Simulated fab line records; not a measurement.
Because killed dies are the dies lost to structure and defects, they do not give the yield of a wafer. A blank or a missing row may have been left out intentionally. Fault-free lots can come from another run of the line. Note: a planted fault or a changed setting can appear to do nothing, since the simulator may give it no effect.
A lot that was struck, set against a sound lot ; flow sky130 ; 16 out of 708 route steps
Sound: these wafers, L523.1, L523.4, L523.6. Struck: wafers L511.1, L511.4 (left out: L511.6, a lot-mate that was not struck); the cause follows at the end.
At each step with rows: each side's tool, then ch and its chambers, then its first start. Under that, the readings that differ: sound wafers ; struck wafers ; difference of the means ; sigmas: that difference in standard deviations of wafers without a fault.
alike: readings whose means differ by less than 2 such deviations, and words and numbers that are the same on both sides. not compared: withheld readings, readings that some wafer has no value for, bounds like >300 that may hide the same value, and numbers for which the record gives no deviation and whose values overlap.
The two part at a step that has a row with sigmas, a row that says differs or no value, or rows on one side only. When numbers do not overlap yet have no deviation, they are printed without sigmas and do not part them. Lack of a reading on every wafer of one side parts them only where that side has two or more wafers.

first, 3 steps without rows for these wafers: SKY_VIA3_EXPOSE_09 (exposes mask VIM3, target cd 200 nm); SKY_VIA3_PEB_10; SKY_VIA3_DEVELOP_11 (develop time 60 s).
SKY_VIA3_CD_MEAS_12: the cd target is 200 nm.
  struck on cd-sem-02, day 41 15:13; sound on cd-sem-02, day 45 09:43
  alike: cd-nm
SKY_VIA3_OVL_MEAS_13:
  struck on overlay-02, day 41 15:20; sound on overlay-01, day 45 09:50
  alike: VIA3_OVL
SKY_VIA3_ETCH_14: etches BARC in N2/H2, stops on SiO2, time 45.9 s, target depth 60 nm.
  sound on rie-diel-02 ch 0,2, day 45 09:52; struck on rie-diel-04 ch 0,2, day 41 15:22
reading;sound;struck;difference;sigmas
oes-product-au (a.u.);0.860 0.845 0.843;0.859 0.863;+0.012;+2
  alike: drypump-motor-current-A, throttle-valve-pct
  not compared: rf-hours-counter-h
SKY_VIA3_ETCH_15: etches SiO2 in C4F8/O2/Ar, stops on TiN, target depth 507 nm, time 78 s.
  sound on rie-diel-02 ch 0,2, day 45 09:55; struck on rie-diel-04 ch 0,2, day 41 15:25
  alike: oes-product-au
  not compared: rf-hours-counter-h
SKY_VIA3_STRIP_16: strips in O2/N2.
  sound on plasma-asher-01 ch 1, day 45 09:59; struck on plasma-asher-01 ch 0,1, day 41 15:29
  alike: drypump-motor-current-A, oes-product-au, strip-time-to-endpoint-s
  not compared: rf-hours-counter-h
then, 3 steps without rows for these wafers: SKY_VIA3_STRIP_17 (strips in post etch residue remover, time 1200 s); SKY_VIA3_CLEAN_18 (cleans in IPA, time 180 s); SKY_VIA3_CLEAN_19 (cleans in O3/DIW).
SKY_VIA3_SPUTTER_20: material TiN, target thk 20 nm, time 80 s.
  struck on pvd-sputter-04, day 41 16:04; sound on pvd-sputter-01, day 45 10:42
  alike: throttle-valve-pct
SKY_VIA3_CVD_21: deposits W, target thk 390 nm, time 117.31 s.
  sound on cvd-w-01 ch 0, day 45 10:46; struck on cvd-w-01 ch 0, day 41 16:08
reading;sound;struck;difference;sigmas
chamber-pressure-Torr (Torr);40.09 40.04 40.15;42.44 42.44;+2.35;+28
model.W_of_VIA3_CVD_21.thk-nm (nm);393.5 392.7 394.2;407.4 401.9;+11.2;
  alike: heater-power-outer-w, heater-power-w
SKY_VIA3_RS_MEAS_22: the measuring method here is four-point-probe.
  struck on film-metro-01, day 41 16:15; sound on film-metro-02, day 45 10:53
  alike: VIA3_W_RS
SKY_VIA3_THK_MEAS_23: measures by xrf.
  struck on film-metro-01, day 41 16:22; sound on film-metro-02, day 45 11:01
  alike: VIA3_W_THK
SKY_PAD_OPEN_PROBE_99:
  the record has rows for the sound wafers here (prober-01, day 50 13:37) and none for the struck ones

## WHERE THEY PART
Earliest at SKY_VIA3_ETCH_14; latest, in this record, at SKY_PAD_OPEN_PROBE_99.

WHY: whatever the simulator had introduced
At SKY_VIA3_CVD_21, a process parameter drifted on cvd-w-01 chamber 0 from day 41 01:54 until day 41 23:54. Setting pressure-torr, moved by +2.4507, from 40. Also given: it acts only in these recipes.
